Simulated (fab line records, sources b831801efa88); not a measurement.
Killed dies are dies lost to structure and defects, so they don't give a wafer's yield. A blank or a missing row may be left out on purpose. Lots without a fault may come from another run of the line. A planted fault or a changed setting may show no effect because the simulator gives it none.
Which tool did it? | flow gf180mcu | 13 lots, 39 wafers sampled, at 2 steps of a route of 602

WHAT THE GAUGES READ, wafer by wafer
GF_HV_LDD_THK_MEAS_57.
lot  | measured     | on            | HV_LDD_CVD_56_THK (nm)
L856 | day 12 20:47 | film_metro-01 | 90.0 90.6 89.7
L859 | day 13 17:51 | film_metro-01 | 90.0 89.6 90.2
L862 | day 14 23:06 | film_metro-04 | 88.5 88.6 88.3
L864 | day 15 15:17 | film_metro-02 | 88.7 89.7 89.1
L865 | day 15 20:05 | film_metro-02 | 88.7 88.3 89.5
L866 | day 16 04:32 | film_metro-01 | 89.5 90.8 89.9
L869 | day 17 03:26 | film_metro-01 | 88.6 88.5 88.8
L870 | day 17 07:52 | film_metro-01 | 89.7 89.6 90.0
L872 | day 17 23:00 | film_metro-01 | 89.5 89.0 89.0
L873 | day 18 04:48 | film_metro-01 | 89.5 90.0 90.4
L875 | day 18 18:51 | film_metro-04 | 91.5 90.1 91.0
L876 | day 19 03:43 | film_metro-04 | 89.5 89.7 89.4
L877 | day 19 12:29 | film_metro-01 | 91.1 91.1 89.8

GF_NSD_TW_MEAS_12.
lot  | measured     | on            | NSD_TW
L856 | day 13 16:35 | film_metro-03 | 4285 4271 4266
L859 | day 14 14:59 | film_metro-04 | 4152 4167 4192
L862 | day 15 21:02 | film_metro-04 | 4173 4192 4171
L864 | day 16 13:22 | film_metro-03 | 4215 4205 4234
L865 | day 16 18:11 | film_metro-04 | 4179 4179 4158
L866 | day 17 02:34 | film_metro-04 | 4182 4208 4183
L869 | day 18 03:02 | film_metro-03 | 4246 4252 4275
L870 | day 18 07:49 | film_metro-02 | 4285 4295 4275
L872 | day 18 22:45 | film_metro-02 | 4249 4275 4263
L873 | day 19 05:38 | film_metro-04 | 4206 4187 4174
L875 | day 19 19:11 | film_metro-04 | 4191 4213 4175
L876 | day 20 05:14 | film_metro-03 | 4279 4254 4260
L877 | day 20 14:16 | film_metro-03 | 4274 4247 4262

WHICH TOOL RAN EACH LOT (tool, then ch and the chambers of the sampled wafers, then the start)
The record holds no process step before these readings.

WHAT THE TOOLS THEMSELVES READ (means of the sampled wafers that have a number; where no wafer has one, the mark that the record gives instead)
The record holds no such reading with a usual standard deviation.

THE ANSWER, worked out from the rows above alone
Rule: what is usual is taken from the lots themselves. Put in order of their means at a reading, lots are off if they are a third of the lots or fewer, leave a main group of 4 or more, and stand apart from it by a gap of 3 or more times the standard deviation of the main group's means; of several such gaps the widest counts. A main group whose means are all the same, to the digits that the tables above print for the reading, isn't used. A lot without any number at a reading at which 4 lots or more have one is off too. The other lots that the step has rows for count as sound. The gauges are gone through in route order, then the tools' own readings, and for those a lot's mean is taken as printed above. The first step at which some lot is off is used, and at that step the reading that is off furthest; a lot without a number counts as furthest.
No lot is off at any reading shown: from this, nothing can be told.

WHAT THE SIMULATOR HAD PUT IN
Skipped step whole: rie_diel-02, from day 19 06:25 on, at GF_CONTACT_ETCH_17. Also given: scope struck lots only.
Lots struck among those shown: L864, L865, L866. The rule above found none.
